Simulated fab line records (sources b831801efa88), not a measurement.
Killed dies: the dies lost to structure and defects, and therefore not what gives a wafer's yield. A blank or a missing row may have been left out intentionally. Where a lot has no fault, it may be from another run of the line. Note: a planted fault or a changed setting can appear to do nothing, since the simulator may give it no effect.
Chamber matching | flow sky130 | rie_diel-02 running SKY_CONTACT_ETCH_17: 4 sister chambers
The step etches SiO2 in C4F8/O2/Ar, stops on Si3N4, target depth 340 nm. 16 wafers are shown with their chamber, then 8 later ones without.

WAFERS PAIRED WITH THEIR CHAMBERS
wafer  | chamber | oes_product_au (a.u.)
L076.1 | 1       | 0.889
L076.3 | 3       | 0.894
L076.5 | 3       | 0.890
L077.1 | 1       | 0.901
L077.2 | 0       | 0.881
L077.3 | 3       | 0.889
L083.2 | 1       | 0.889
L083.5 | 2       | 0.895
L083.6 | 3       | 0.893
L085.2 | 2       | 0.887
L085.3 | 1       | 0.891
L085.6 | 2       | 0.883
L089.2 | 3       | 0.896
L089.3 | 0       | 0.888
L089.6 | 3       | 0.891
L087.1 | 3       | 0.899

SIGNATURES (averages over the wafers above)
reading        | chamber 0 | chamber 1 | chamber 2 | chamber 3 | scatter within a chamber
oes_product_au | 0.88450   | 0.89250   | 0.88833   | 0.89314   | 0.00477
Rule: a wafer's distance from a chamber is the root of the sum, over the readings, of the square of ((its reading less the chamber's mean) divided by the reading's scatter). The wafer belongs to the nearest chamber; if the next one is less than 2 further off, it can't be placed. The scatter: the root of (the sum of the squares of (reading less its chamber's mean) over the shown wafers, divided by (wafers less chambers)).

WAFERS WITHOUT THEIR CHAMBER
wafer  | oes_product_au (a.u.)
L087.3 | 0.887
L087.6 | 0.887
L092.1 | 0.892
L092.2 | 0.895
L092.3 | 0.892
L092.4 | 0.895
L092.5 | 0.893
L092.6 | 0.888

EACH ONE'S CHAMBER
wafer  | from the rows above               | in truth
L087.3 | can't be placed: 2 or 0 or 1 or 3 | 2
L087.6 | can't be placed: 2 or 0 or 1 or 3 | 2
L092.1 | can't be placed: 1 or 3 or 2 or 0 | 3
L092.2 | can't be placed: 3 or 1 or 2 or 0 | 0
L092.3 | can't be placed: 1 or 3 or 2 or 0 | 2
L092.4 | can't be placed: 3 or 1 or 2 or 0 | 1
L092.5 | can't be placed: 3 or 1 or 2 or 0 | 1
L092.6 | can't be placed: 2 or 0 or 1 or 3 | 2
Correctly placed: 0 of 8. Cannot be placed on the basis of these rows: 8; the candidates contain the true chamber in 8. Placed wrongly: 0.
